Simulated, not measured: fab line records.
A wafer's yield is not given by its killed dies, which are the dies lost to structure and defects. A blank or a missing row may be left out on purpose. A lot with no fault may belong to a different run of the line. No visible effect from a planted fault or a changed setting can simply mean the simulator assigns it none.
Check for tools in common ; flow sky130 ; 14 lots and 42 wafers in the sample

WHY THIS WAS OPENED
2 of 14 lots carry a flag on the reading VT_ADJUST_LVTN_TW at SKY_VT_ADJUST_LVTN_TW_MEAS_10. No-fault wafers: 238.1, standard deviation 3.
Rule: flag the lot when none of its wafers has a number, or when each of its wafers that has one lies beyond 4 standard deviations from that mean. The rest of the lots are taken to be sound.

lot;measured;on;VT_ADJUST_LVTN_TW, wafer by wafer;flag
L415;day 6 20:11;filmMetro-04;242.1 240.7 240.2;
L416;day 7 05:22;filmMetro-01;235.1 234.3 234.0;
L418;day 7 16:29;filmMetro-02;241.0 242.2 242.0;
L419;day 7 21:30;filmMetro-01;235.6 236.1 235.3;
L420;day 8 04:32;filmMetro-01;236.0 236.0 236.3;
L421;day 8 10:56;filmMetro-04;239.6 240.8 241.6;
L423;day 9 00:44;filmMetro-01;235.3 234.5 233.4;
L424;day 9 06:47;filmMetro-01;235.2 234.3 234.4;
L426;day 9 20:12;filmMetro-01;235.0 234.8 234.1;
L428;day 10 08:29;filmMetro-02;240.8 240.8 239.6;
L429;day 10 17:51;filmMetro-01;235.1 234.3 235.2;
L433;day 12 00:14;filmMetro-01;237.0 235.2 235.0;
L435;day 12 07:26;filmMetro-04;30.0 29.9 29.7;FLAGGED
L436;day 12 12:53;filmMetro-02;30.1 30.0 29.8;FLAGGED
The mean of the flagged lots' numbers is 29.9, -208.2 from the usual (-69 standard deviations).

EACH LOT AND THE TOOL IT RAN ON
The record holds 2 process steps before the reading, out of a route of 708 steps. Cell contents, in order: the tool; ch with the chambers the sampled wafers went through; the start.
lot;flag;SKY_FIELD_ISO_ETCH_17;SKY_VT_ADJUST_LVTN_DEVELOP_06
L415;;rieSi-02 ch 0,3, day 2 07:59;lithoTrack-02 ch 0, day 6 19:00
L416;;rieSi-01 ch 1,2,3, day 2 12:32;lithoTrack-01 ch 0, day 7 04:00
L418;;rieSi-02 ch 1,2,3, day 2 22:01;lithoTrack-03 ch 0, day 7 16:00
L419;;rieSi-01 ch 0,1,2, day 3 02:43;lithoTrack-01 ch 0, day 7 21:00
L420;;rieSi-02 ch 1,3, day 3 06:52;lithoTrack-03 ch 0, day 8 04:00
L421;;rieSi-01 ch 1,2,3, day 3 13:25;lithoTrack-02 ch 0, day 8 10:00
L423;;rieSi-01 ch 0,1,3, day 3 22:32;lithoTrack-03 ch 0, day 9 00:00
L424;;rieSi-02 ch 0,1, day 4 02:55;lithoTrack-02 ch 0, day 9 06:00
L426;;rieSi-01 ch 2,3, day 4 14:07;lithoTrack-02 ch 0, day 9 19:00
L428;;rieSi-01 ch 1,2,3, day 5 00:32;lithoTrack-03 ch 0, day 10 08:00
L429;;rieSi-01 ch 0,3, day 5 07:25;lithoTrack-02 ch 0, day 10 17:00
L433;;rieSi-02 ch 0,1,3, day 6 01:58;lithoTrack-03 ch 0, day 11 23:00
L435;FLAGGED;rieSi-01 ch 0,3, day 6 13:46;lithoTrack-02 ch 0, day 12 06:00
L436;FLAGGED;rieSi-01 ch 0,1,3, day 6 18:13;lithoTrack-02 ch 0, day 12 12:00
What is done by these steps:
- SKY_FIELD_ISO_ETCH_17: etches Si in HBr/Cl2/O2, target depth 342 nm, time 97.7 s.
- SKY_VT_ADJUST_LVTN_DEVELOP_06: develop time 60 s.
- SKY_VT_ADJUST_LVTN_TW_MEAS_10

FLAGGED OVER TOTAL, TOOL BY TOOL (the gauges that took the reading come last)
step;tool;lots run;flagged;share of the flagged lots;sound lots run after its first flagged lot
SKY_FIELD_ISO_ETCH_17;rieSi-01;9;2;all;0
SKY_FIELD_ISO_ETCH_17;rieSi-02;5;0;none;-
SKY_VT_ADJUST_LVTN_DEVELOP_06;lithoTrack-01;2;0;none;-
SKY_VT_ADJUST_LVTN_DEVELOP_06;lithoTrack-02;7;2;all;0
SKY_VT_ADJUST_LVTN_DEVELOP_06;lithoTrack-03;5;0;none;-
SKY_VT_ADJUST_LVTN_TW_MEAS_10;filmMetro-01;8;0;none;-
SKY_VT_ADJUST_LVTN_TW_MEAS_10;filmMetro-02;3;1;some;0
SKY_VT_ADJUST_LVTN_TW_MEAS_10;filmMetro-04;3;1;some;0

WHAT IS ALLOWED BY THE TABLE
Table rows that saw every flagged lot: 2, namely rieSi-01 at SKY_FIELD_ISO_ETCH_17 and lithoTrack-02 at SKY_VT_ADJUST_LVTN_DEVELOP_06.
- rieSi-01 at SKY_FIELD_ISO_ETCH_17: 2 of its 9 lots flagged. It ran its last sound lot, L429, at day 5 07:25 and its first flagged lot, L435, at day 6 13:46: a fault with its onset between the two fits.
- lithoTrack-02 at SKY_VT_ADJUST_LVTN_DEVELOP_06: 2 of its 7 lots flagged. It ran its last sound lot, L429, at day 10 17:00 and its first flagged lot, L435, at day 12 06:00: a fault with its onset between the two fits.
Because each of these 2 tools fits a fault that began at some hour, counting lots does not separate them. More lots, or a look at what each step does to the wafer, might.

WHAT THE SIMULATOR HAD PUT IN
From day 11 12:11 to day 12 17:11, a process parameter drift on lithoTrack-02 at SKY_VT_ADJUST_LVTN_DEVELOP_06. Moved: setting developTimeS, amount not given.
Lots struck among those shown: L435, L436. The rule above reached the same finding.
